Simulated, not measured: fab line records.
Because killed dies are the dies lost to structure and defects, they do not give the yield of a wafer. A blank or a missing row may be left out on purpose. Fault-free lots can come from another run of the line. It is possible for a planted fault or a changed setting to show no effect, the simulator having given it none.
fab line records || flow sky130
record {"lots": 5, "wafers": 15, "last_day": 50}
route steps=708 shown CONTACT@410
lots that met no fault: taken from a fault-free run of the same line
start_h: start of the lot's first displayed wafer, in hours after the record's first day || wait_h: how many hours have passed since the lot's step before this one || " identical to the entry in the row above || L1.1+2: a single row standing in for several wafers || - value missing, or start not given || * or withheld: withheld || < > ~ a bound
route shown NAME@n: a module of which the file shows steps, and the number in the route of the first || usual: the fault-free wafers' mean and standard deviation || same: alike in all rows || chamber/n: place in a boat || sites: per-site readings || _std_site: the standard deviation of these || _edge_site: the outer-site mean with the inner-site mean subtracted || radius_mm: how far each site lies from the wafer's centre || mask NAME#n: copy n || behind: tool/chamber where the wafer was last shaped || hold: why the lot was held/for how many hours/how that ended || device: names the non-switching transistor (n, p or np) || end of line: tests run on the same wafers once the route is complete || where a step has no rows: the recipe by itself || killed: not the wafer's yield, but the dies lost to structure and defects at the first sort || map: per-die view of a wafer (x killed, . not killed, _ where there is no die)
set.NAME: the setting the step ran with; set.NAME@STEP: the setting that earlier step ran with || model.NAME: the simulator's own value behind a step, which no gauge read
a table for each step, a row for each wafer; lots at some steps of the route
services: the hour from which a tool's chamber was out of use, counted from the record's first day as start_h (under 0 if before that day), plus the number of hours and why
## steps
# step SKY_CONTACT_CMP_04
# recipe {"material": "SiO2", "down_force_psi": 4, "platen_rpm": 60, "pad_velocity_m_s": 0.94248}
# usual {"head_pressure_psi": "4.000/0.0091", "motor_current_A": "12.1/1", "time_to_endpoint_s": "81/4.5"}
{"lot.wafer": "L077.2", "tool": "cmp-01", "chamber": 0, "start_h": 730.70, "wait_h": 0.0, "head_pressure_psi": 4.019, "motor_current_A": 13.1, "time_to_endpoint_s": 83}
{"lot.wafer": "L077.3", "tool": "cmp-01", "chamber": 2, "start_h": 730.70, "wait_h": 0.0, "head_pressure_psi": 4.000, "motor_current_A": 13.1, "time_to_endpoint_s": 82}
{"lot.wafer": "L077.5", "tool": "cmp-01", "chamber": 0, "start_h": 730.70, "wait_h": 0.0, "head_pressure_psi": 4.007, "motor_current_A": 12.7, "time_to_endpoint_s": 80}
{"lot.wafer": "L085.4", "tool": "cmp-01", "chamber": 1, "start_h": 799.91, "wait_h": 0.0, "head_pressure_psi": 3.997, "motor_current_A": 12.8, "time_to_endpoint_s": 77}
{"lot.wafer": "L085.2", "tool": "cmp-01", "chamber": 3, "start_h": 799.91, "wait_h": 0.0, "head_pressure_psi": 4.003, "motor_current_A": 12.9, "time_to_endpoint_s": 76}
{"lot.wafer": "L085.6", "tool": "cmp-01", "chamber": 1, "start_h": 799.91, "wait_h": 0.0, "head_pressure_psi": 3.983, "motor_current_A": 13.6, "time_to_endpoint_s": 79}
{"lot.wafer": "L086.2", "tool": "cmp-02", "chamber": 1, "start_h": 804.50, "wait_h": 0.2, "head_pressure_psi": 3.994, "motor_current_A": 11.4, "time_to_endpoint_s": 82}
{"lot.wafer": "L086.6", "tool": "cmp-02", "chamber": 2, "start_h": 804.50, "wait_h": 0.2, "head_pressure_psi": 4.014, "motor_current_A": 10.5, "time_to_endpoint_s": 90}
{"lot.wafer": "L086.5", "tool": "cmp-02", "chamber": 3, "start_h": 804.50, "wait_h": 0.2, "head_pressure_psi": 3.983, "motor_current_A": 12.1, "time_to_endpoint_s": 87}
{"lot.wafer": "L087.1", "tool": "cmp-02", "chamber": 0, "start_h": 812.56, "wait_h": 0.1, "head_pressure_psi": 3.993, "motor_current_A": 11.3, "time_to_endpoint_s": 82}
{"lot.wafer": "L087.2", "tool": "cmp-02", "chamber": 3, "start_h": 812.56, "wait_h": 0.1, "head_pressure_psi": 4.001, "motor_current_A": 11.7, "time_to_endpoint_s": 84}
{"lot.wafer": "L087.5", "tool": "cmp-02", "chamber": 0, "start_h": 812.56, "wait_h": 0.1, "head_pressure_psi": 3.989, "motor_current_A": 11.1, "time_to_endpoint_s": 78}
{"lot.wafer": "L096.4", "tool": "cmp-01", "chamber": 0, "start_h": 878.93, "wait_h": 0.1, "head_pressure_psi": 4.003, "motor_current_A": 13.1, "time_to_endpoint_s": 74}
{"lot.wafer": "L096.6", "tool": "cmp-01", "chamber": 3, "start_h": 878.93, "wait_h": 0.1, "head_pressure_psi": 4.001, "motor_current_A": 13.0, "time_to_endpoint_s": 77}
{"lot.wafer": "L096.5", "tool": "cmp-01", "chamber": 0, "start_h": 878.93, "wait_h": 0.1, "head_pressure_psi": 3.997, "motor_current_A": 13.4, "time_to_endpoint_s": 76}
# step SKY_CONTACT_BOW_MEAS_05
# recipe {"mode": "bow"}
# usual {"CONTACT_BOW": "82/6.8"}
{"lot.wafer": "L077.2", "tool": "film_metro-02", "chamber": "-", "start_h": 731.02, "wait_h": 0.3, "CONTACT_BOW[um]": 88}
{"lot.wafer": "L077.3", "tool": "film_metro-02", "chamber": "-", "start_h": 731.02, "wait_h": 0.3, "CONTACT_BOW[um]": 86}
{"lot.wafer": "L077.5", "tool": "film_metro-02", "chamber": "-", "start_h": 731.02, "wait_h": 0.3, "CONTACT_BOW[um]": 78}
{"lot.wafer": "L085.2", "tool": "film_metro-03", "chamber": "-", "start_h": 800.23, "wait_h": 0.2, "CONTACT_BOW[um]": 75}
{"lot.wafer": "L085.4", "tool": "film_metro-03", "chamber": "-", "start_h": 800.23, "wait_h": 0.2, "CONTACT_BOW[um]": 81}
{"lot.wafer": "L085.6", "tool": "film_metro-03", "chamber": "-", "start_h": 800.23, "wait_h": 0.2, "CONTACT_BOW[um]": 84}
{"lot.wafer": "L086.2", "tool": "film_metro-03", "chamber": "-", "start_h": 804.67, "wait_h": 0.1, "CONTACT_BOW[um]": 90}
{"lot.wafer": "L086.5", "tool": "film_metro-03", "chamber": "-", "start_h": 804.67, "wait_h": 0.1, "CONTACT_BOW[um]": 92}
{"lot.wafer": "L086.6", "tool": "film_metro-03", "chamber": "-", "start_h": 804.67, "wait_h": 0.1, "CONTACT_BOW[um]": 89}
{"lot.wafer": "L087.1", "tool": "film_metro-02", "chamber": "-", "start_h": 812.86, "wait_h": 0.2, "CONTACT_BOW[um]": 93}
{"lot.wafer": "L087.2", "tool": "film_metro-02", "chamber": "-", "start_h": 812.86, "wait_h": 0.2, "CONTACT_BOW[um]": 73}
{"lot.wafer": "L087.5", "tool": "film_metro-02", "chamber": "-", "start_h": 812.86, "wait_h": 0.2, "CONTACT_BOW[um]": 93}
{"lot.wafer": "L096.4", "tool": "film_metro-03", "chamber": "-", "start_h": 879.24, "wait_h": 0.3, "CONTACT_BOW[um]": 92}
{"lot.wafer": "L096.5", "tool": "film_metro-03", "chamber": "-", "start_h": 879.24, "wait_h": 0.3, "CONTACT_BOW[um]": 72}
{"lot.wafer": "L096.6", "tool": "film_metro-03", "chamber": "-", "start_h": 879.24, "wait_h": 0.3, "CONTACT_BOW[um]": 79}
# step SKY_CONTACT_DEHYDRATE_06
# recipe {"temp_c": 200, "time_s": 60}
# usual {"resist_line_temp_C": "22.99/0.097"}
{"lot.wafer": "L077.2", "tool": "litho_track-02", "chamber": 0, "start_h": 744.50, "wait_h": 13.5, "resist_line_temp_C": 22.99}
{"lot.wafer": "L077.3", "tool": "litho_track-02", "chamber": 0, "start_h": 744.50, "wait_h": 13.5, "resist_line_temp_C": 23.06}
{"lot.wafer": "L077.5", "tool": "litho_track-02", "chamber": 0, "start_h": 744.50, "wait_h": 13.5, "resist_line_temp_C": 22.98}
{"lot.wafer": "L085.2", "tool": "litho_track-02", "chamber": 0, "start_h": 812.95, "wait_h": 12.7, "resist_line_temp_C": 23.01}
{"lot.wafer": "L085.4", "tool": "litho_track-02", "chamber": 0, "start_h": 812.95, "wait_h": 12.7, "resist_line_temp_C": 23.03}
{"lot.wafer": "L085.6", "tool": "litho_track-02", "chamber": 0, "start_h": 812.95, "wait_h": 12.7, "resist_line_temp_C": 23.10}
{"lot.wafer": "L086.2", "tool": "litho_track-03", "chamber": 0, "start_h": 817.32, "wait_h": 12.6, "resist_line_temp_C": 22.88}
{"lot.wafer": "L086.5", "tool": "litho_track-03", "chamber": 0, "start_h": 817.32, "wait_h": 12.6, "resist_line_temp_C": 22.98}
{"lot.wafer": "L086.6", "tool": "litho_track-03", "chamber": 0, "start_h": 817.32, "wait_h": 12.6, "resist_line_temp_C": 22.99}
{"lot.wafer": "L087.1", "tool": "litho_track-02", "chamber": 0, "start_h": 825.62, "wait_h": 12.7, "resist_line_temp_C": 22.81}
{"lot.wafer": "L087.2", "tool": "litho_track-02", "chamber": 0, "start_h": 825.62, "wait_h": 12.7, "resist_line_temp_C": 22.99}
{"lot.wafer": "L087.5", "tool": "litho_track-02", "chamber": 0, "start_h": 825.62, "wait_h": 12.7, "resist_line_temp_C": 22.94}
{"lot.wafer": "L096.4", "tool": "litho_track-03", "chamber": 0, "start_h": 891.47, "wait_h": 12.2, "resist_line_temp_C": 22.98}
{"lot.wafer": "L096.5", "tool": "litho_track-03", "chamber": 0, "start_h": 891.47, "wait_h": 12.2, "resist_line_temp_C": 22.94}
{"lot.wafer": "L096.6", "tool": "litho_track-03", "chamber": 0, "start_h": 891.47, "wait_h": 12.2, "resist_line_temp_C": 23.07}
# step SKY_CONTACT_HMDS_07
# recipe {"prime_time_s": 60, "prime_temp_c": 120}
# usual {"resist_line_temp_C": "22.98/0.11"}
{"lot.wafer": "L077.2", "tool": "litho_track-02", "chamber": 0, "start_h": 744.65, "wait_h": 0.1, "resist_line_temp_C": 22.81}
{"lot.wafer": "L077.3", "tool": "litho_track-02", "chamber": 0, "start_h": 744.65, "wait_h": 0.1, "resist_line_temp_C": 23.12}
{"lot.wafer": "L077.5", "tool": "litho_track-02", "chamber": 0, "start_h": 744.65, "wait_h": 0.1, "resist_line_temp_C": 23.13}
{"lot.wafer": "L085.2", "tool": "litho_track-02", "chamber": 0, "start_h": 813.10, "wait_h": 0.1, "resist_line_temp_C": 23.07}
{"lot.wafer": "L085.4", "tool": "litho_track-02", "chamber": 0, "start_h": 813.10, "wait_h": 0.1, "resist_line_temp_C": 22.73}
{"lot.wafer": "L085.6", "tool": "litho_track-02", "chamber": 0, "start_h": 813.10, "wait_h": 0.1, "resist_line_temp_C": 22.89}
{"lot.wafer": "L086.2", "tool": "litho_track-03", "chamber": 0, "start_h": 817.47, "wait_h": 0.1, "resist_line_temp_C": 22.95}
{"lot.wafer": "L086.5", "tool": "litho_track-03", "chamber": 0, "start_h": 817.47, "wait_h": 0.1, "resist_line_temp_C": 22.96}
{"lot.wafer": "L086.6", "tool": "litho_track-03", "chamber": 0, "start_h": 817.47, "wait_h": 0.1, "resist_line_temp_C": 22.96}
{"lot.wafer": "L087.1", "tool": "litho_track-02", "chamber": 0, "start_h": 825.77, "wait_h": 0.1, "resist_line_temp_C": 22.80}
{"lot.wafer": "L087.2", "tool": "litho_track-02", "chamber": 0, "start_h": 825.77, "wait_h": 0.1, "resist_line_temp_C": 22.78}
{"lot.wafer": "L087.5", "tool": "litho_track-02", "chamber": 0, "start_h": 825.77, "wait_h": 0.1, "resist_line_temp_C": 22.96}
{"lot.wafer": "L096.4", "tool": "litho_track-03", "chamber": 0, "start_h": 891.62, "wait_h": 0.1, "resist_line_temp_C": 22.99}
{"lot.wafer": "L096.5", "tool": "litho_track-03", "chamber": 0, "start_h": 891.62, "wait_h": 0.1, "resist_line_temp_C": 23.09}
{"lot.wafer": "L096.6", "tool": "litho_track-03", "chamber": 0, "start_h": 891.62, "wait_h": 0.1, "resist_line_temp_C": 23.03}
# step SKY_CONTACT_COAT_08
# recipe {"resist": "BARC", "temp_c": "withheld", "time_s": "withheld", "spin_rpm": 3000, "resist_thk_nm": 60}
# usual {"resist_line_temp_C": "*"}
{"lot.wafer": "L077.2", "tool": "litho_track-02", "chamber": 0, "start_h": 744.80, "wait_h": 0.1, "resist_line_temp_C": "*"}
{"lot.wafer": "L077.3", "tool": "litho_track-02", "chamber": 0, "start_h": 744.80, "wait_h": 0.1, "resist_line_temp_C": "*"}
{"lot.wafer": "L077.5", "tool": "litho_track-02", "chamber": 0, "start_h": 744.80, "wait_h": 0.1, "resist_line_temp_C": "*"}
{"lot.wafer": "L085.2", "tool": "litho_track-02", "chamber": 0, "start_h": 813.25, "wait_h": 0.1, "resist_line_temp_C": "*"}
{"lot.wafer": "L085.4", "tool": "litho_track-02", "chamber": 0, "start_h": 813.25, "wait_h": 0.1, "resist_line_temp_C": "*"}
{"lot.wafer": "L085.6", "tool": "litho_track-02", "chamber": 0, "start_h": 813.25, "wait_h": 0.1, "resist_line_temp_C": "*"}
{"lot.wafer": "L086.2", "tool": "litho_track-03", "chamber": 0, "start_h": 817.62, "wait_h": 0.1, "resist_line_temp_C": "*"}
{"lot.wafer": "L086.5", "tool": "litho_track-03", "chamber": 0, "start_h": 817.62, "wait_h": 0.1, "resist_line_temp_C": "*"}
{"lot.wafer": "L086.6", "tool": "litho_track-03", "chamber": 0, "start_h": 817.62, "wait_h": 0.1, "resist_line_temp_C": "*"}
{"lot.wafer": "L087.1", "tool": "litho_track-02", "chamber": 0, "start_h": 825.92, "wait_h": 0.1, "resist_line_temp_C": "*"}
{"lot.wafer": "L087.2", "tool": "litho_track-02", "chamber": 0, "start_h": 825.92, "wait_h": 0.1, "resist_line_temp_C": "*"}
{"lot.wafer": "L087.5", "tool": "litho_track-02", "chamber": 0, "start_h": 825.92, "wait_h": 0.1, "resist_line_temp_C": "*"}
{"lot.wafer": "L096.4", "tool": "litho_track-03", "chamber": 0, "start_h": 891.77, "wait_h": 0.1, "resist_line_temp_C": "*"}
{"lot.wafer": "L096.5", "tool": "litho_track-03", "chamber": 0, "start_h": 891.77, "wait_h": 0.1, "resist_line_temp_C": "*"}
{"lot.wafer": "L096.6", "tool": "litho_track-03", "chamber": 0, "start_h": 891.77, "wait_h": 0.1, "resist_line_temp_C": "*"}
# step SKY_CONTACT_COAT_09
# recipe {"resist": "KrF-thick", "spin_rpm": 3000, "resist_thk_nm": 450}
# usual {"resist_line_temp_C": "22.98/0.1"}
{"lot.wafer": "L077.2", "tool": "litho_track-02", "chamber": 0, "start_h": "-", "wait_h": "-", "resist_line_temp_C": 23.12}
{"lot.wafer": "L077.3", "tool": "litho_track-02", "chamber": 0, "start_h": "-", "wait_h": "-", "resist_line_temp_C": 23.12}
{"lot.wafer": "L077.5", "tool": "litho_track-02", "chamber": 0, "start_h": "-", "wait_h": "-", "resist_line_temp_C": 23.16}
{"lot.wafer": "L085.2", "tool": "litho_track-02", "chamber": 0, "start_h": "-", "wait_h": "-", "resist_line_temp_C": 22.85}
{"lot.wafer": "L085.4", "tool": "litho_track-02", "chamber": 0, "start_h": "-", "wait_h": "-", "resist_line_temp_C": 22.99}
{"lot.wafer": "L085.6", "tool": "litho_track-02", "chamber": 0, "start_h": "-", "wait_h": "-", "resist_line_temp_C": 22.88}
{"lot.wafer": "L086.2", "tool": "litho_track-03", "chamber": 0, "start_h": "-", "wait_h": "-", "resist_line_temp_C": 22.99}
{"lot.wafer": "L086.5", "tool": "litho_track-03", "chamber": 0, "start_h": "-", "wait_h": "-", "resist_line_temp_C": 23.15}
{"lot.wafer": "L086.6", "tool": "litho_track-03", "chamber": 0, "start_h": "-", "wait_h": "-", "resist_line_temp_C": 22.86}
{"lot.wafer": "L087.1", "tool": "litho_track-02", "chamber": 0, "start_h": "-", "wait_h": "-", "resist_line_temp_C": 23.04}
{"lot.wafer": "L087.2", "tool": "litho_track-02", "chamber": 0, "start_h": "-", "wait_h": "-", "resist_line_temp_C": 23.08}
{"lot.wafer": "L087.5", "tool": "litho_track-02", "chamber": 0, "start_h": "-", "wait_h": "-", "resist_line_temp_C": 23.13}
{"lot.wafer": "L096.4", "tool": "litho_track-03", "chamber": 0, "start_h": "-", "wait_h": "-", "resist_line_temp_C": 22.84}
{"lot.wafer": "L096.5", "tool": "litho_track-03", "chamber": 0, "start_h": "-", "wait_h": "-", "resist_line_temp_C": 22.95}
{"lot.wafer": "L096.6", "tool": "litho_track-03", "chamber": 0, "start_h": "-", "wait_h": "-", "resist_line_temp_C": 23.01}
# step SKY_CONTACT_SOFTBAKE_10
# recipe {"temp_c": 100, "time_s": 90, "resist": "KrF-thick"}
# usual {"resist_line_temp_C": "23.00/0.1"}
{"lot.wafer": "L077.2", "tool": "litho_track-02", "chamber": 0, "start_h": "-", "wait_h": "-", "resist_line_temp_C": 23.09}
{"lot.wafer": "L077.3", "tool": "litho_track-02", "chamber": 0, "start_h": "-", "wait_h": "-", "resist_line_temp_C": 23.08}
{"lot.wafer": "L077.5", "tool": "litho_track-02", "chamber": 0, "start_h": "-", "wait_h": "-", "resist_line_temp_C": 23.13}
{"lot.wafer": "L085.2", "tool": "litho_track-02", "chamber": 0, "start_h": "-", "wait_h": "-", "resist_line_temp_C": 22.85}
{"lot.wafer": "L085.4", "tool": "litho_track-02", "chamber": 0, "start_h": "-", "wait_h": "-", "resist_line_temp_C": 22.97}
{"lot.wafer": "L085.6", "tool": "litho_track-02", "chamber": 0, "start_h": "-", "wait_h": "-", "resist_line_temp_C": 22.90}
{"lot.wafer": "L086.2", "tool": "litho_track-03", "chamber": 0, "start_h": "-", "wait_h": "-", "resist_line_temp_C": 22.96}
{"lot.wafer": "L086.5", "tool": "litho_track-03", "chamber": 0, "start_h": "-", "wait_h": "-", "resist_line_temp_C": 22.95}
{"lot.wafer": "L086.6", "tool": "litho_track-03", "chamber": 0, "start_h": "-", "wait_h": "-", "resist_line_temp_C": 22.93}
{"lot.wafer": "L087.1", "tool": "litho_track-02", "chamber": 0, "start_h": "-", "wait_h": "-", "resist_line_temp_C": 23.01}
{"lot.wafer": "L087.2", "tool": "litho_track-02", "chamber": 0, "start_h": "-", "wait_h": "-", "resist_line_temp_C": 22.99}
{"lot.wafer": "L087.5", "tool": "litho_track-02", "chamber": 0, "start_h": "-", "wait_h": "-", "resist_line_temp_C": 22.88}
{"lot.wafer": "L096.4", "tool": "litho_track-03", "chamber": 0, "start_h": "-", "wait_h": "-", "resist_line_temp_C": 22.72}
{"lot.wafer": "L096.5", "tool": "litho_track-03", "chamber": 0, "start_h": "-", "wait_h": "-", "resist_line_temp_C": 22.94}
{"lot.wafer": "L096.6", "tool": "litho_track-03", "chamber": 0, "start_h": "-", "wait_h": "-", "resist_line_temp_C": 22.94}
# step SKY_CONTACT_EXPOSE_11
# recipe {"mask_id": "CTM1", "na": 0.8, "source_shape": "annular", "sigma_inner": 0.55, "sigma_outer": 0.85, "target_cd_nm": 170, "dose_mj": 38}
{"lot.wafer": "L077.2+3+5", "tool": "krf_scanner-01", "chamber": 0, "start_h": "-", "wait_h": "-", "mask": "CTM1#0"}
{"lot.wafer": "L085.2+4+6", "tool": "krf_scanner-01", "chamber": 0, "start_h": "-", "wait_h": "-", "mask": "CTM1#0"}
{"lot.wafer": "L086.2+5+6", "tool": "krf_scanner-02", "chamber": 0, "start_h": "-", "wait_h": "-", "mask": "CTM1#0"}
{"lot.wafer": "L087.1+2+5", "tool": "krf_scanner-01", "chamber": 0, "start_h": "-", "wait_h": "-", "mask": "CTM1#0"}
{"lot.wafer": "L096.4+5+6", "tool": "krf_scanner-01", "chamber": 0, "start_h": "-", "wait_h": "-", "mask": "CTM1#0"}
## services
{"tool": "krf_scanner-01", "chamber": "-", "start_h": 717.48, "hours": 0.8, "kind": "pm"}
{"tool": "krf_scanner-01", "chamber": "-", "start_h": 723.66, "hours": 1.3, "kind": "pm"}
{"tool": "cmp-01", "chamber": "-", "start_h": 727.88, "hours": 1.6, "kind": "repair"}
{"tool": "cmp-02", "chamber": "-", "start_h": 744.00, "hours": 4.0, "kind": "pm"}
{"tool": "cmp-02", "chamber": "-", "start_h": 748.00, "hours": "-", "kind": "consumable_replace:conditioner"}
{"tool": "cmp-02", "chamber": "-", "start_h": 748.00, "hours": "-", "kind": "consumable_replace:pad"}
{"tool": "krf_scanner-02", "chamber": "-", "start_h": 751.20, "hours": 0.8, "kind": "pm"}
{"tool": "krf_scanner-02", "chamber": "-", "start_h": 763.93, "hours": 4.4, "kind": "pm"}
{"tool": "litho_track-02", "chamber": "-", "start_h": 772.45, "hours": "-", "kind": "consumable_replace:filter"}
{"tool": "krf_scanner-02", "chamber": "-", "start_h": 776.00, "hours": 1.3, "kind": "pm"}
{"tool": "krf_scanner-01", "chamber": 0, "start_h": 779.01, "hours": "-", "kind": "calibration"}
{"tool": "cmp-02", "chamber": "-", "start_h": 781.12, "hours": 2.5, "kind": "repair"}
{"tool": "cmp-02", "chamber": "-", "start_h": 791.38, "hours": 7.0, "kind": "pm"}
{"tool": "krf_scanner-01", "chamber": "-", "start_h": 803.21, "hours": 1.0, "kind": "pm"}
{"tool": "cmp-01", "chamber": "-", "start_h": 807.81, "hours": 5.0, "kind": "pm"}
{"tool": "cmp-01", "chamber": "-", "start_h": 813.17, "hours": 1.7, "kind": "repair"}
{"tool": "krf_scanner-02", "chamber": "-", "start_h": 828.96, "hours": 1.0, "kind": "pm"}
{"tool": "cmp-02", "chamber": "-", "start_h": 829.14, "hours": 5.0, "kind": "repair"}
{"tool": "krf_scanner-02", "chamber": 0, "start_h": 833.22, "hours": "-", "kind": "calibration"}
{"tool": "krf_scanner-01", "chamber": "-", "start_h": 858.04, "hours": 2.6, "kind": "repair"}
{"tool": "cmp-02", "chamber": "-", "start_h": 864.64, "hours": 1.4, "kind": "repair"}
{"tool": "cmp-01", "chamber": "-", "start_h": 871.36, "hours": 5.0, "kind": "pm"}
{"tool": "krf_scanner-01", "chamber": "-", "start_h": 879.05, "hours": 4.4, "kind": "pm"}
{"tool": "krf_scanner-01", "chamber": "-", "start_h": 886.28, "hours": 0.8, "kind": "pm"}
## key
fault none
